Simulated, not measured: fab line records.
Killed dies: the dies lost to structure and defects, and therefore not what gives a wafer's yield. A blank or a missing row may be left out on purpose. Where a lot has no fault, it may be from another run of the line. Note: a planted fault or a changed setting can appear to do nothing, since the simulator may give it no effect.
One fault seen from 2 desks || flow gf180mcu || only its own numbers are on each desk; what lay behind them is given at the end

== FROM THE METROLOGY DESK ==
Means of the sampled wafers that have a number, per lot and without regard to the tool the lot ran on: this is what the gauges read. A lot is out of limits, marked OUT, if its mean lies more than 4 standard deviations from the usual mean; the brackets give that distance.
Columns: A = cd_nm at GF_V3_CD_MEAS_14, usual 259.8 nm; B = V3_OVL at GF_V3_OVL_MEAS_15, usual 1 nm; C = V3_W_RS at GF_V3_RS_MEAS_24, usual 0.325 ohm/sq; D = V3_W_THK at GF_V3_THK_MEAS_25, usual 364 nm
{"lot": "L862", "first seen here": "day 22 20:38", "A": 259.7, "B": -1, "C": 0.322, "D": 362}
{"lot": "L863", "first seen here": "day 23 01:46", "A": 260.7, "B": -2, "C": 0.326, "D": 362}
{"lot": "L871", "first seen here": "day 26 12:52", "A": 258.7, "B": 16, "C": 0.324, "D": 364}
{"lot": "L879", "first seen here": "day 28 13:43", "A": "265.3 (+5.0) OUT", "B": -4, "C": 0.313, "D": 379}
{"lot": "L881", "first seen here": "day 29 08:01", "A": 261.5, "B": -8, "C": 0.311, "D": 381}
{"lot": "L883", "first seen here": "day 29 14:22", "A": 259.7, "B": 0, "C": 0.322, "D": 369}
This desk finds L879 out of limits, L879 being first, at day 28 13:43 (cd_nm at GF_V3_CD_MEAS_14). Within limits: L862, L863, L871, L881, L883.

== AT THE TOOL OWNER'S DESK: cvd_w-02 ==
The tool's own readings at GF_V3_CVD_23 (deposits W, target thk 350 nm, time 104.9 s): means of the sampled wafers that have a number, for each lot that ran on this tool. A lot is out of limits, marked OUT, if its mean lies more than 4 standard deviations from the usual mean; the brackets give that distance.
Columns: A = heater_power_w at GF_V3_CVD_23, usual 812 W; B = susceptor_temp_C at GF_V3_CVD_23, usual 400.01 C
{"lot": "L862", "first seen here": "day 22 21:37", "A": 820, "B": 400.15}
{"lot": "L879", "first seen here": "day 28 14:37", "A": 834, "B": "401.94 (+8.8) OUT"}
{"lot": "L881", "first seen here": "day 29 08:56", "A": 838, "B": "402.10 (+9.5) OUT"}
This desk finds L879, L881 out of limits, L879 being first, at day 28 14:37 (susceptor_temp_C at GF_V3_CVD_23). Within limits: L862.

== PUT TOGETHER ==
At day 28 13:43 the metrology desk could have sounded an alarm, on L879.
At day 28 14:37, on L879, L881, the tool owner's desk was in a position to raise an alarm.
The metrology desk holds a record of L881, inside its limits.
GF_V3_CVD_23 was run on cvd_w-02 by each of the lots named.

== WHAT THE SIMULATOR PUT IN ==
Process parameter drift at GF_V3_CVD_23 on cvd_w-02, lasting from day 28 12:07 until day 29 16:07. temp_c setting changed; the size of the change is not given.
Lots struck among those shown: L879, L881.
Hours from the fault's start to each desk's first reading out of limits: the metrology desk, 2; the tool owner's desk, 2.
